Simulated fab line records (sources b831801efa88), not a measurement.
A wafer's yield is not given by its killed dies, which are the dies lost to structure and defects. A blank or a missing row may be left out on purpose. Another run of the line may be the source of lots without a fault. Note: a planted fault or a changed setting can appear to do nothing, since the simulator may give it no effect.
Code-filled problem report in 8D (eight disciplines) form    flow sky130    the parts of the form that need people (team, actions taken, sign-off) are left out

== 1. THE PROBLEM ==
heater power total W at SKY_POLY_GATE_SOFTBAKE_09 reads a mean of 52.27 W on 6 wafers of 2 lots; wafers without a fault read 57.35 W with a standard deviation of 0.11. Measured from the usual mean, that is -46 standard deviations.
The step: time 90 s.
Seen first at day 21 05:00 on litho track-03, wafer L450.3. At this step, 18 wafers from 6 lots have a number in the record. By rule, "out" or "out of limits" means more than 4 standard deviations away from the usual mean. The other wafers with a number count as sound.

== 2. WHAT THIS IS AND IS NOT ==
question                     is                                  is not
which readings at this step  heater power total W, plate temp C  -
which lots                   L450, L452                          L443, L445, L454, L455
which wafers of those lots   all that have a number              -
read on which tools          litho track-03                      litho track-02, litho track-04
when                         from day 21 05:00                   up to then (6 sound wafers); but 6 sound wafers of L454, L455 came after

== 3. THE SUSPECTS, EACH WITH WHAT RULES IT OUT ==
Counting: any tool at a process step up to the reading is kept as a suspect provided that every lot that is out went through it and no sound lot did after the first of them.
- plasma asher-02 at SKY_RES_PROTECT_STRIP_07 (strips in O2/N2): ruled out as a lasting fault. Sound lots L455 ran on it after its first lot that is out, L450 (day 20 07:53).
- litho track-03 at SKY_POLY_GATE_SOFTBAKE_09 (time 90 s): kept. All lots that are out passed through it, beginning with L450 at day 21 05:00, and no sound lot followed; its final sound lot before that point was L445 at day 19 03:00. On those wafers its own readings are out: heater power total W, plate temp C.
After counting, what remains is litho track-03 at SKY_POLY_GATE_SOFTBAKE_09.

== 4. THE CAUSE (what the simulator had put in) ==
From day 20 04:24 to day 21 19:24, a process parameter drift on litho track-03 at SKY_POLY_GATE_SOFTBAKE_09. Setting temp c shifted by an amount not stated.
This tool alone remained once counting was done.

== 5. SEQUENCE OF EFFECTS, ordered by route ==
One row per reading whose mean, taken over the struck wafers that have a number, lies over 3 standard deviations from the usual. Readings are gone through only where the record gives a usual standard deviation; hours: the median, over the lots, of the time from a lot's start at the first step in this table giving one to that lot's start at this step; sigmas: the change measured in usual standard deviations.
hours  step                       reading               usual     on struck wafers  change  sigmas
0      SKY_POLY_GATE_SOFTBAKE_09  heater power total W  57.35 W   52.27             -5.08   -46
0      SKY_POLY_GATE_SOFTBAKE_09  plate temp C          100.00 C  93.55             -6.45   -46
Process steps it contains:
- SKY_POLY_GATE_SOFTBAKE_09: time 90 s.
Later measuring or inspecting steps at which every struck wafer that the step has a row for has a number for every such reading, and none has moved that far: SKY_POLY_GATE_CD_MEAS_13, SKY_POLY_GATE_OVL_MEAS_14.

== 6. WHAT WOULD HAVE CAUGHT IT SOONER ==
The fault began at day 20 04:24; the first out-of-limits reading in this record came at day 21 05:00, 25 hours later.
